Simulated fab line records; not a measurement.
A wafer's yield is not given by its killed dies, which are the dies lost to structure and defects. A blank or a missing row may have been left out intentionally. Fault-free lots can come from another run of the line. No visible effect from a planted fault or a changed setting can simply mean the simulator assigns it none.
Which tool was responsible? | flow gf180mcu | 39 wafers from 13 lots sampled at 5 of the route's 602 steps

== WHAT THE GAUGES SHOWED, per wafer ==
GF_POLY_GATE_OVL_MEAS_11. Usual: POLY_GATE_OVL -4 nm, standard deviation 5.7.
lot  | measured     | on         | POLY_GATE_OVL (nm) | flag
L254 | day 9 22:40  | overlay-01 | -4 -2 -8           |
L256 | day 10 05:58 | overlay-02 | 11 0 5             |
L261 | day 11 23:43 | overlay-01 | -6 -6 -3           |
L262 | day 11 23:44 | overlay-02 | -10 -11 -6         |
L267 | day 13 12:59 | overlay-02 | -1 -15 -1          |
L268 | day 13 19:07 | overlay-01 | -11 -9 -5          |
L269 | day 13 21:20 | overlay-02 | -6 -3 -3           |
L270 | day 14 14:11 | overlay-02 | -9 -13 -7          |
L271 | day 14 23:55 | overlay-02 | 5 -5 -3            |
L272 | day 15 04:59 | overlay-01 | 0 -6 -2            |
L273 | day 15 09:06 | overlay-01 | 9 -1 6             |
L275 | day 15 17:52 | overlay-01 | -2 -6 -8           |
L276 | day 15 23:10 | overlay-02 | -4 1 -8            |

GF_M1_OVL_MEAS_15. Usual: M1_OVL -4 nm, standard deviation 5.2.
lot  | measured     | on         | M1_OVL (nm) | flag
L254 | day 18 02:04 | overlay-01 | 3 -5 4      |
L256 | day 18 11:46 | overlay-02 | 1 -1 1      |
L267 | day 22 12:16 | overlay-02 | 4 5 4       |
L268 | day 22 20:35 | overlay-02 | -1 -2 0     |
L269 | day 22 22:50 | overlay-02 | -9 -10 -7   |
L270 | day 23 13:47 | overlay-02 | -1 -5 -3    |
L271 | day 24 04:01 | overlay-02 | -1 -8 -3    |
L272 | day 24 09:08 | overlay-02 | -9 -5 -6    |
L273 | day 24 14:25 | overlay-02 | -10 -3 3    |
L275 | day 24 22:37 | overlay-02 | -2 -1 -7    |
L276 | day 25 02:36 | overlay-02 | -2 -10 -4   |

== WHAT TOOL EACH LOT RAN ON (gives the tool, then ch and the chambers of the sampled wafers, and finally the start) ==
lot  | GF_NSD_STRIP_11                      | GF_CONTACT_CMP_04             | GF_CONTACT_ETCH_17
L254 | plasma-asher-03 ch 0, day 14 04:09   | cmp-02 ch 1,2,3, day 16 01:41 | rie-diel-04 ch 1,2, day 18 02:04 or earlier
L256 | plasma-asher-03 ch 0,1, day 14 15:08 | cmp-01 ch 0,1, day 16 11:22   | rie-diel-01 ch 0,1,3, day 18 11:46 or earlier
L261 | plasma-asher-02 ch 0,1, day 16 15:49 | cmp-01 ch 1,2, day 18 15:46   | rie-diel-02 ch 0,2,3, day 31 21:41 or earlier
L262 | plasma-asher-02 ch 1, day 16 15:24   | cmp-01 ch 0,2,3, day 18 15:31 | rie-diel-01 ch 0,2,3, day 31 18:42 or earlier
L267 | plasma-asher-02 ch 0,1, day 18 07:15 | cmp-02 ch 2,3, day 20 10:02   | rie-diel-04 ch 1,3, day 22 12:16 or earlier
L268 | plasma-asher-02 ch 0,1, day 18 17:38 | cmp-01 ch 1,3, day 20 19:35   | rie-diel-01 ch 0,3, day 22 20:35 or earlier
L269 | plasma-asher-03 ch 0,1, day 18 18:17 | cmp-01 ch 2,3, day 20 22:07   | rie-diel-04 ch 0,1,3, day 22 22:50 or earlier
L270 | plasma-asher-03 ch 0,1, day 19 12:23 | cmp-01 ch 1,2, day 21 14:25   | rie-diel-01 ch 2,3, day 23 13:47 or earlier
L271 | plasma-asher-01 ch 0, day 20 02:15   | cmp-01 ch 0,1,2, day 22 04:46 | rie-diel-02 ch 1,3, day 24 04:01 or earlier
L272 | plasma-asher-02 ch 0,1, day 20 08:01 | cmp-02 ch 2,3, day 22 09:42   | rie-diel-01 ch 0,1,2, day 24 09:08 or earlier
L273 | plasma-asher-02 ch 0,1, day 20 13:46 | cmp-02 ch 0,3, day 22 15:14   | rie-diel-02 ch 0,1,2, day 24 14:25 or earlier
L275 | plasma-asher-02 ch 0,1, day 20 23:42 | cmp-01 ch 0,3, day 22 23:58   | rie-diel-02 ch 0,1,3, day 24 22:37 or earlier
L276 | plasma-asher-02 ch 0,1, day 21 03:27 | cmp-01 ch 1,3, day 23 04:32   | rie-diel-04 ch 0,1,3, day 25 02:36 or earlier
- GF_NSD_STRIP_11: strips in O2/N2.
- GF_CONTACT_CMP_04: polishes SiO2.
- GF_CONTACT_ETCH_17: etches SiO2 in C4F8/O2/Ar, stops on CoSi2, target depth 860 nm.

== AS READ BY THE TOOLS THEMSELVES (means over the sampled wafers that have a number; for cases with no such wafer, the mark the record gives instead) ==
GF_NSD_STRIP_11. Usual: drypump-motor-current-A 6.0 A, standard deviation 0.52; heater-power-w 333 W, standard deviation 32; oes-product-au 0.487 a.u., standard deviation 0.0042; platen-temp-c 250.02 C, standard deviation 0.16; strip-time-to-endpoint-s 22.96 s, standard deviation 0.036.
lot  | tool            | drypump-motor-current-A (A) | heater-power-w (W) | oes-product-au (a.u.) | platen-temp-c (C) | strip-time-to-endpoint-s (s) | flag
L254 | plasma-asher-03 | 6.8                         | 354                | 0.488                 | 250.12            | 23.00                        |
L256 | plasma-asher-03 | 6.5                         | 355                | 0.485                 | 250.05            | 22.95                        |
L261 | plasma-asher-02 | 5.7                         | 326                | 0.485                 | 249.93            | 22.98                        |
L262 | plasma-asher-02 | 6.6                         | 302                | 0.485                 | 249.93            | 22.99                        |
L267 | plasma-asher-02 | 6.2                         | 313                | 0.490                 | 250.03            | 22.90                        |
L268 | plasma-asher-02 | 6.2                         | 312                | 0.485                 | 250.02            | 22.92                        |
L269 | plasma-asher-03 | 6.2                         | 364                | 0.483                 | 249.87            | 22.92                        |
L270 | plasma-asher-03 | 6.5                         | 354                | 0.482                 | 249.92            | 22.95                        |
L271 | plasma-asher-01 | 6.0                         | 283                | 0.489                 | 250.02            | 22.93                        |
L272 | plasma-asher-02 | 5.7                         | 319                | 0.485                 | 250.10            | 22.93                        |
L273 | plasma-asher-02 | 6.2                         | 315                | 0.489                 | 250.00            | 22.95                        |
L275 | plasma-asher-02 | 6.2                         | 309                | 0.484                 | 250.02            | 22.93                        |
L276 | plasma-asher-02 | 6.2                         | 317                | 0.491                 | 249.96            | 22.93                        |

GF_CONTACT_CMP_04. Usual: edge-zone-pressure-frac 1.000, standard deviation 0.0048; head-pressure-psi 3.999 psi, standard deviation 0.0082; motor-current-A 11.8 A, standard deviation 0.91; time-to-endpoint-s 111 s, standard deviation 7.
lot  | tool   | edge-zone-pressure-frac | head-pressure-psi (psi) | motor-current-A (A) | time-to-endpoint-s (s) | flag
L254 | cmp-02 | 1.000                   | 4.005                   | 12.1                | 118                    |
L256 | cmp-01 | 1.002                   | 4.000                   | 11.2                | 107                    |
L261 | cmp-01 | -                       | -                       | -                   | -                      | OFF
L262 | cmp-01 | -                       | -                       | -                   | -                      | OFF
L267 | cmp-02 | 0.997                   | 3.995                   | 11.8                | 111                    |
L268 | cmp-01 | 1.001                   | 4.004                   | 11.7                | 103                    |
L269 | cmp-01 | 1.004                   | 3.993                   | 12.2                | 110                    |
L270 | cmp-01 | 1.006                   | 3.996                   | 11.3                | 107                    |
L271 | cmp-01 | 1.002                   | 4.003                   | 12.1                | 115                    |
L272 | cmp-02 | 0.996                   | 3.993                   | 11.8                | 122                    |
L273 | cmp-02 | 1.003                   | 4.007                   | 11.1                | 121                    |
L275 | cmp-01 | 0.998                   | 4.003                   | 12.1                | 106                    |
L276 | cmp-01 | 1.001                   | 4.003                   | 11.9                | 101                    |

GF_CONTACT_ETCH_17. Usual: bias-w 1200 W, standard deviation 3.5; oes-product-au 0.814 a.u., standard deviation 0.0055.
lot  | tool        | bias-w (W) | oes-product-au (a.u.) | flag
L254 | rie-diel-04 | 1205       | 0.809                 |
L256 | rie-diel-01 | 1203       | 0.809                 |
L261 | rie-diel-02 | 1196       | 1.567                 | OFF
L262 | rie-diel-01 | 1198       | 1.565                 | OFF
L267 | rie-diel-04 | 1197       | 0.818                 |
L268 | rie-diel-01 | 1198       | 0.812                 |
L269 | rie-diel-04 | 1200       | 0.811                 |
L270 | rie-diel-01 | 1199       | 0.817                 |
L271 | rie-diel-02 | 1201       | 0.815                 |
L272 | rie-diel-01 | 1198       | 0.811                 |
L273 | rie-diel-02 | 1201       | 0.816                 |
L275 | rie-diel-02 | 1198       | 0.810                 |
L276 | rie-diel-04 | 1198       | 0.811                 |

== THE ANSWER, worked out from the rows above alone ==
Rule: a lot is off if the mean of its wafers that have a number lies more than 3 standard deviations from the usual mean. Also off: a lot with no number at a reading for which 4 or more lots have one. Where the step has rows for the other lots, those lots are counted as sound. Order of review: gauges by route order, followed by the tools' own readings, for which a lot's mean as printed above is used. The first step at which some lot is off is used, and at that step the reading that is off furthest; a lot without a number counts as furthest.
Off at GF_CONTACT_CMP_04 (edge-zone-pressure-frac): L261, L262. Without a number there: L261, L262.
A tool fits if, at that step or a process step before it, it ran every lot that is off, and no sound lot after the first of them. Not one of the candidates tried fits.

== WHAT WAS PUT IN BY THE SIMULATOR ==
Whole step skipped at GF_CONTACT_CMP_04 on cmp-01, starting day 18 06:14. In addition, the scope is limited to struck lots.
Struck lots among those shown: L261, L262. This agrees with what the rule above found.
